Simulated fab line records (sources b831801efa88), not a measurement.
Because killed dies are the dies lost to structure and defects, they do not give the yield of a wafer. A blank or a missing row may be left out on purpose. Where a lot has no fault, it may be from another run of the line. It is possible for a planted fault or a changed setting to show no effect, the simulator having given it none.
Which tool was responsible? | flow gf180mcu | 35 wafers from 12 lots sampled at 6 of the route's 602 steps

## WHAT THE GAUGES SHOWED, per wafer
GF_VT_IMPLANT_TW_MEAS_43.
lot  | measured     | on           | VT_IMPLANT_4_TW
L626 | day 7 12:16  | filmMetro-03 | 678 678
L627 | day 7 19:56  | filmMetro-01 | 696 691 694
L633 | day 9 15:46  | filmMetro-01 | 700 699 699
L635 | day 10 04:05 | filmMetro-01 | 697 698 697
L639 | day 11 06:20 | filmMetro-01 | 703 703 700
L640 | day 11 12:51 | filmMetro-01 | 699 705 704
L641 | day 11 20:20 | filmMetro-03 | 680 680 681
L644 | day 12 12:05 | filmMetro-01 | 695 695 698
L646 | day 13 03:17 | filmMetro-01 | 692 696 696
L647 | day 13 15:28 | filmMetro-01 | 691 695 690
L648 | day 13 22:52 | filmMetro-03 | 674 676 679
L649 | day 14 01:28 | filmMetro-02 | 705 703 705

GF_POLY_GATE_THK_MEAS_01.
lot  | measured     | on           | POLY_GATE_CVD_00_THK (nm)
L626 | day 8 09:36  | filmMetro-02 | 199.4 199.8
L627 | day 8 17:28  | filmMetro-04 | 200.2 199.4 198.7
L633 | day 10 16:46 | filmMetro-01 | 137.9 137.9 136.6
L635 | day 11 04:36 | filmMetro-04 | 198.3 198.9 200.8
L639 | day 12 06:02 | filmMetro-01 | 201.4 200.2 201.6
L640 | day 12 13:32 | filmMetro-04 | 200.1 201.7 201.4
L641 | day 12 20:27 | filmMetro-04 | 202.5 202.6 201.7
L644 | day 13 14:33 | filmMetro-04 | 199.9 201.3 199.8
L646 | day 14 06:32 | filmMetro-01 | 198.3 198.1 199.0
L647 | day 14 17:30 | filmMetro-02 | 199.6 199.1 198.7
L648 | day 15 05:55 | filmMetro-01 | 198.4 198.4 197.9
L649 | day 15 05:55 | filmMetro-02 | 195.5 197.5 198.3

GF_NSD_CD_MEAS_07 targets a cd of 400 nm.
lot  | measured     | on       | cdNm (nm)
L626 | day 13 06:59 | cdSem-02 | 398.4 396.9
L627 | day 13 11:50 | cdSem-02 | 397.5 399.1 397.6
L633 | day 15 22:17 | cdSem-01 | 398.4 401.3 400.0
L635 | day 16 12:10 | cdSem-01 | 400.4 398.3 400.0
L639 | day 17 16:31 | cdSem-02 | 400.3 399.8 399.2
L640 | day 18 03:08 | cdSem-02 | 405.4 404.0 404.4
L641 | day 18 11:56 | cdSem-01 | 400.6 401.7 402.2
L644 | day 19 05:17 | cdSem-01 | 404.6 402.0 402.7
L646 | day 20 06:29 | cdSem-02 | 402.7 400.4 402.5
L647 | day 20 20:20 | cdSem-01 | 398.3 398.6 397.8
L648 | day 21 07:59 | cdSem-01 | 399.3 402.2 400.4
L649 | day 21 09:32 | cdSem-01 | 403.6 402.4 400.9

## EACH LOT AND THE TOOL THAT RAN IT (in order: tool; ch and the chambers of the sampled wafers; start)
lot  | GF_LVPWELL_STRIP_10                | GF_POLY_GATE_CVD_00         | GF_POLY_GATE_ETCH_13
L626 | plasmaAsher-02 ch 0,1, day 3 21:19 | lpcvd-01 ch 0, day 8 08:16  | rieSi-01 ch 0,3, day 9 02:26
L627 | plasmaAsher-02 ch 0,1, day 4 03:10 | lpcvd-02 ch 0, day 8 16:07  | rieSi-02 ch 1,2,3, day 9 10:33
L633 | plasmaAsher-02 ch 0,1, day 5 17:23 | lpcvd-01 ch 1, day 10 15:24 | rieSi-01 ch 0,2,3, day 11 11:43
L635 | plasmaAsher-03 ch 0,1, day 6 02:56 | lpcvd-02 ch 1, day 11 03:16 | rieSi-02 ch 1,2,3, day 11 23:59
L639 | plasmaAsher-04 ch 0,1, day 7 01:40 | lpcvd-02 ch 0, day 12 04:41 | rieSi-01 ch 0,1,3, day 13 01:53
L640 | plasmaAsher-04 ch 0,1, day 7 05:40 | lpcvd-02 ch 1, day 12 12:04 | rieSi-01 ch 1,2, day 13 09:26
L641 | plasmaAsher-02 ch 1, day 7 11:17   | lpcvd-02 ch 0, day 12 19:06 | rieSi-02 ch 1,3, day 13 17:32
L644 | plasmaAsher-02 ch 0,1, day 8 01:34 | lpcvd-02 ch 1, day 13 13:12 | rieSi-02 ch 0,2,3, day 14 10:51
L646 | plasmaAsher-03 ch 0,1, day 8 13:34 | lpcvd-01 ch 0, day 14 05:11 | rieSi-01 ch 2,3, day 15 04:23
L647 | plasmaAsher-02 ch 0,1, day 8 22:22 | lpcvd-01 ch 1, day 14 16:10 | rieSi-01 ch 0,3, day 15 14:44
L648 | plasmaAsher-03 ch 0,1, day 9 04:20 | lpcvd-01 ch 1, day 15 04:35 | rieSi-02 ch 1,3, day 16 03:14
L649 | plasmaAsher-03 ch 0,1, day 9 07:07 | lpcvd-01 ch 1, day 15 04:35 | rieSi-01 ch 1,2,3, day 16 03:17
- GF_LVPWELL_STRIP_10: strips in O2/N2.
- GF_POLY_GATE_CVD_00: deposits poly-Si, target thk 200 nm, time 1200 s.
- GF_POLY_GATE_ETCH_13: etches poly-Si in HBr/Cl2, stops on SiO2, target depth 198.5 nm, time 69.6 s.

## AS READ BY THE TOOLS THEMSELVES (means over the sampled wafers that have a number; for cases with no such wafer, the mark the record gives instead)
GF_LVPWELL_STRIP_10.
lot  | tool           | drypumpMotorCurrentA (A) | heaterPowerW (W) | oesProductAu (a.u.) | platenTempC (C) | stripTimeToEndpointS (s)
L626 | plasmaAsher-02 | 5.7                      | 321              | 0.724               | 249.97          | 36.85
L627 | plasmaAsher-02 | 5.8                      | 316              | 0.729               | 249.95          | 37.01
L633 | plasmaAsher-02 | 5.8                      | 318              | 0.719               | 249.86          | 36.91
L635 | plasmaAsher-03 | 5.3                      | 339              | 0.722               | 249.93          | 36.94
L639 | plasmaAsher-04 | 5.9                      | 292              | 0.721               | 250.18          | 37.05
L640 | plasmaAsher-04 | 5.8                      | 304              | 0.723               | 249.92          | 36.99
L641 | plasmaAsher-02 | 5.9                      | 303              | 0.721               | 250.07          | 36.88
L644 | plasmaAsher-02 | 5.6                      | 328              | 0.722               | 250.12          | 36.93
L646 | plasmaAsher-03 | 5.3                      | 343              | 0.720               | 250.02          | 37.09
L647 | plasmaAsher-02 | 5.6                      | 329              | 0.721               | 250.07          | 36.77
L648 | plasmaAsher-03 | 5.3                      | 346              | 0.727               | 249.94          | 36.87
L649 | plasmaAsher-03 | 5.3                      | 346              | 0.723               | 250.14          | 37.01

GF_POLY_GATE_CVD_00.
lot  | tool     | pressureMtorr (mTorr) | zonePowerBottomPct (%)
L626 | lpcvd-01 | 200.3                 | 14.5
L627 | lpcvd-02 | 200.2                 | 12.9
L633 | lpcvd-01 | 100.2                 | 10.9
L635 | lpcvd-02 | 199.7                 | 14.2
L639 | lpcvd-02 | 200.5                 | 13.0
L640 | lpcvd-02 | 200.5                 | 14.0
L641 | lpcvd-02 | 199.5                 | 13.0
L644 | lpcvd-02 | 200.0                 | 13.9
L646 | lpcvd-01 | 199.9                 | 14.2
L647 | lpcvd-01 | 200.3                 | 10.8
L648 | lpcvd-01 | 200.5                 | 10.8
L649 | lpcvd-01 | 199.6                 | 10.9

GF_POLY_GATE_ETCH_13.
lot  | tool     | drypumpMotorCurrentA (A) | mfcCl2Sccm (sccm) | oesProductAu (a.u.) | throttleValvePct (%)
L626 | rieSi-01 | 5.8                      | 50.02             | 0.998               | 33.701
L627 | rieSi-02 | 5.1                      | 50.02             | 0.982               | 33.678
L633 | rieSi-01 | 5.9                      | 49.97             | 0.776               | 33.685
L635 | rieSi-02 | 5.1                      | 50.13             | 0.984               | 33.686
L639 | rieSi-01 | 5.7                      | 50.05             | 0.989               | 33.692
L640 | rieSi-01 | 5.8                      | 49.94             | 0.988               | 33.687
L641 | rieSi-02 | 5.1                      | 49.94             | 0.986               | 33.673
L644 | rieSi-02 | 5.2                      | 50.13             | 0.987               | 33.688
L646 | rieSi-01 | 5.9                      | 49.90             | 0.978               | 33.680
L647 | rieSi-01 | 5.8                      | 50.01             | 0.984               | 33.695
L648 | rieSi-02 | 5.1                      | 49.94             | 0.986               | 33.675
L649 | rieSi-01 | 5.7                      | 50.12             | 0.981               | 33.692

## THE ANSWER, worked out from the rows above alone
Rule: the lots themselves supply what counts as usual. The widest of any qualifying gaps counts: lots, ordered by their means at a reading, are off when they make up no more than a third of the lots, leave a main group of 4 or more, and stand apart from it by 3 or more times the standard deviation of that group's means. The tables above print the reading to a certain number of digits; a main group whose means all agree to those digits is not used. Also off: a lot with no number at a reading for which 4 or more lots have one. All remaining lots with rows at the step are treated as sound. After the gauges, taken in route order, come the tools' own readings; for these a lot's mean is taken, as printed above. The first step at which some lot is off is used, and at that step the reading that is off furthest; a lot without a number counts as furthest.
Off: L633, at GF_POLY_GATE_THK_MEAS_01 (POLY_GATE_CVD_00_THK). For the main group the mean is 199.6 nm and the standard deviation 1.4.
If a tool, at a process step before that reading, ran all the lots that are off and no sound lot after the first of them, it fits. The gauges at GF_POLY_GATE_THK_MEAS_01 aren't tried: what is off there is off at GF_POLY_GATE_CVD_00 too, on other tools, and a gauge's error can't cause that. None of those tried fits.

## WHAT WAS PUT IN BY THE SIMULATOR
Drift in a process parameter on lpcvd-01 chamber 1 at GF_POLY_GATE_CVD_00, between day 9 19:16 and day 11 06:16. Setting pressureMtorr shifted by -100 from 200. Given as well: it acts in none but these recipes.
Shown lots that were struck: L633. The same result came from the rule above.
